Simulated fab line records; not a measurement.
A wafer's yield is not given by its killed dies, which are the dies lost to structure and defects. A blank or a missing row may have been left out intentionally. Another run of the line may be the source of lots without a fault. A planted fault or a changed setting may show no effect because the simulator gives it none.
Matching of chambers / flow gf180mcu / GF_V4_CMP_26 on cmp-01 has 4 sister chambers
The step polishes, stops on SiO2, t overpolish 15 s, target thk 0 nm. 8 wafers are shown with their chamber, then 7 later ones without.

## WAFERS PAIRED WITH THEIR CHAMBERS
wafer=L360.3; chamber=2; motorCurrentA (A)=10.6; timeToEndpointS (s)=90
wafer=L364.1; chamber=3; motorCurrentA (A)=9.6; timeToEndpointS (s)=80
wafer=L364.4; chamber=1; motorCurrentA (A)=9.6; timeToEndpointS (s)=83
wafer=L364.6; chamber=1; motorCurrentA (A)=9.3; timeToEndpointS (s)=83
wafer=L366.2; chamber=3; motorCurrentA (A)=9.7; timeToEndpointS (s)=85
wafer=L366.5; chamber=0; motorCurrentA (A)=12.0; timeToEndpointS (s)=86
wafer=L370.4; chamber=0; motorCurrentA (A)=11.4; timeToEndpointS (s)=86
wafer=L370.5; chamber=2; motorCurrentA (A)=11.3; timeToEndpointS (s)=90

## WAFERS WITHOUT THEIR CHAMBER
wafer=L370.6; motorCurrentA (A)=9.4; timeToEndpointS (s)=84
wafer=L378.4; motorCurrentA (A)=10.9; timeToEndpointS (s)=90
wafer=L378.5; motorCurrentA (A)=10.6; timeToEndpointS (s)=88
wafer=L378.6; motorCurrentA (A)=9.9; timeToEndpointS (s)=82
wafer=L380.2; motorCurrentA (A)=9.1; timeToEndpointS (s)=84
wafer=L380.4; motorCurrentA (A)=11.4; timeToEndpointS (s)=88
wafer=L380.5; motorCurrentA (A)=10.3; timeToEndpointS (s)=85

## CHAMBER TAKEN BY EACH
wafer=L370.6; from the rows above=can't be placed: 1 or 3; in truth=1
wafer=L378.4; from the rows above=2; in truth=2
wafer=L378.5; from the rows above=can't be placed: 2 or 0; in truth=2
wafer=L378.6; from the rows above=can't be placed: 3 or 1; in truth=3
wafer=L380.2; from the rows above=can't be placed: 1 or 3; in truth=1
wafer=L380.4; from the rows above=can't be placed: 0 or 2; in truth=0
wafer=L380.5; from the rows above=can't be placed: 3 or 1 or 2 or 0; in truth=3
Correctly placed: 1 of 7. Unplaceable from these rows: 6, with the true chamber sitting among the candidates in 6. Wrongly placed: 0.
How it was worked out, from the rows above alone: a wafer's distance from a chamber is the root of the sum, over the readings, of the square of ((its reading less the chamber's mean) divided by the reading's scatter). The wafer belongs to the nearest chamber; if the next one is less than 2 further off, it can't be placed. A chamber's mean is the mean of its shown wafers. The scatter: take each reading less its chamber's mean, square it, sum over the shown wafers, divide by the number of wafers less the number of chambers, and take the root.
